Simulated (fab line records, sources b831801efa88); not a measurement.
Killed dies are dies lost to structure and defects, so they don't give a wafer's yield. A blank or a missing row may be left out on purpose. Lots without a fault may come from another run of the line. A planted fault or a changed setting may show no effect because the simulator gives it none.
Which tool did it? | flow sky130 | 14 lots, 42 wafers sampled, at 2 steps of a route of 708

WHAT THE GAUGES READ, wafer by wafer
SKY_VIA1_THK_MEAS_01.
lot  | measured     | on            | VIA1_HDPCVD_THK (nm)
L911 | day 32 11:26 | film_metro-02 | 1033 1023 1019
L912 | day 33 04:31 | film_metro-04 | 1048 1019 1040
L914 | day 33 22:05 | film_metro-01 | 1038 1033 1045
L915 | day 34 04:56 | film_metro-04 | 1033 1045 1018
L916 | day 34 15:22 | film_metro-04 | 1005 1025 1004
L919 | day 35 14:07 | film_metro-01 | 1016 1031 1017
L922 | day 36 14:57 | film_metro-04 | 1026 1017 1036
L927 | day 38 07:35 | film_metro-04 | 1002 1015 1015
L928 | day 38 08:45 | film_metro-02 | 1035 1031 1038
L930 | day 38 21:30 | film_metro-02 | 1027 1016 1015
L931 | day 39 02:05 | film_metro-04 | 1025 1015 1030
L932 | day 39 07:14 | film_metro-01 | 1029 1015 1016
L933 | day 39 15:50 | film_metro-02 | 1024 1034 1025
L934 | day 39 22:29 | film_metro-04 | 1029 1020 1018

WHICH TOOL RAN EACH LOT (tool, then ch and the chambers of the sampled wafers, then the start)
lot  | SKY_METAL1_ETCH_18
L911 | rie_metal-01 ch 0,1, day 32 10:34
L912 | rie_metal-03 ch 0,1, day 33 03:40
L914 | rie_metal-03 ch 0, day 33 21:04
L915 | rie_metal-02 ch 0,1, day 34 04:05
L916 | rie_metal-01 ch 0,1, day 34 14:31
L919 | rie_metal-02 ch 0,1, day 35 13:16
L922 | rie_metal-01 ch 0,1, day 36 14:05
L927 | rie_metal-03 ch 0,1, day 38 06:22
L928 | rie_metal-01 ch 0,1, day 38 07:50
L930 | rie_metal-01 ch 0,1, day 38 20:38
L931 | rie_metal-01 ch 0,1, day 39 01:14
L932 | rie_metal-03 ch 0,1, day 39 06:21
L933 | rie_metal-02 ch 0, day 39 14:47
L934 | rie_metal-02 ch 0, day 39 21:28
- SKY_METAL1_ETCH_18: etches BARC in N2/H2, stops on SiO2, time 45.9 s, target depth 60 nm.

WHAT THE TOOLS THEMSELVES READ (means of the sampled wafers that have a number; where no wafer has one, the mark that the record gives instead)
SKY_METAL1_ETCH_18.
lot  | tool         | drypump_motor_current_A (A) | oes_product_au (a.u.) | throttle_valve_pct (%)
L911 | rie_metal-01 | 6.2                         | 0.860                 | 13.224
L912 | rie_metal-03 | 5.7                         | 0.856                 | 13.220
L914 | rie_metal-03 | 5.6                         | 0.857                 | 13.224
L915 | rie_metal-02 | 5.4                         | 0.855                 | 13.227
L916 | rie_metal-01 | 6.4                         | 0.855                 | 13.231
L919 | rie_metal-02 | 5.5                         | 0.858                 | 13.224
L922 | rie_metal-01 | 6.4                         | 0.850                 | 13.229
L927 | rie_metal-03 | 5.8                         | 0.855                 | 13.227
L928 | rie_metal-01 | 6.4                         | 0.852                 | 13.236
L930 | rie_metal-01 | 6.4                         | 0.857                 | 13.219
L931 | rie_metal-01 | 6.3                         | 0.858                 | 13.221
L932 | rie_metal-03 | 6.0                         | 0.857                 | 13.221
L933 | rie_metal-02 | 5.3                         | 0.852                 | 13.220
L934 | rie_metal-02 | 5.3                         | 0.858                 | 13.222

THE ANSWER, worked out from the rows above alone
Rule: what is usual is taken from the lots themselves. Put in order of their means at a reading, lots are off if they are a third of the lots or fewer, leave a main group of 4 or more, and stand apart from it by a gap of 3 or more times the standard deviation of the main group's means; of several such gaps the widest counts. A main group whose means are all the same, to the digits that the tables above print for the reading, isn't used. A lot without any number at a reading at which 4 lots or more have one is off too. The other lots that the step has rows for count as sound. The gauges are gone through in route order, then the tools' own readings, and for those a lot's mean is taken as printed above. The first step at which some lot is off is used, and at that step the reading that is off furthest; a lot without a number counts as furthest.
No lot is off at any reading shown: from this, nothing can be told.

WHAT THE SIMULATOR HAD PUT IN
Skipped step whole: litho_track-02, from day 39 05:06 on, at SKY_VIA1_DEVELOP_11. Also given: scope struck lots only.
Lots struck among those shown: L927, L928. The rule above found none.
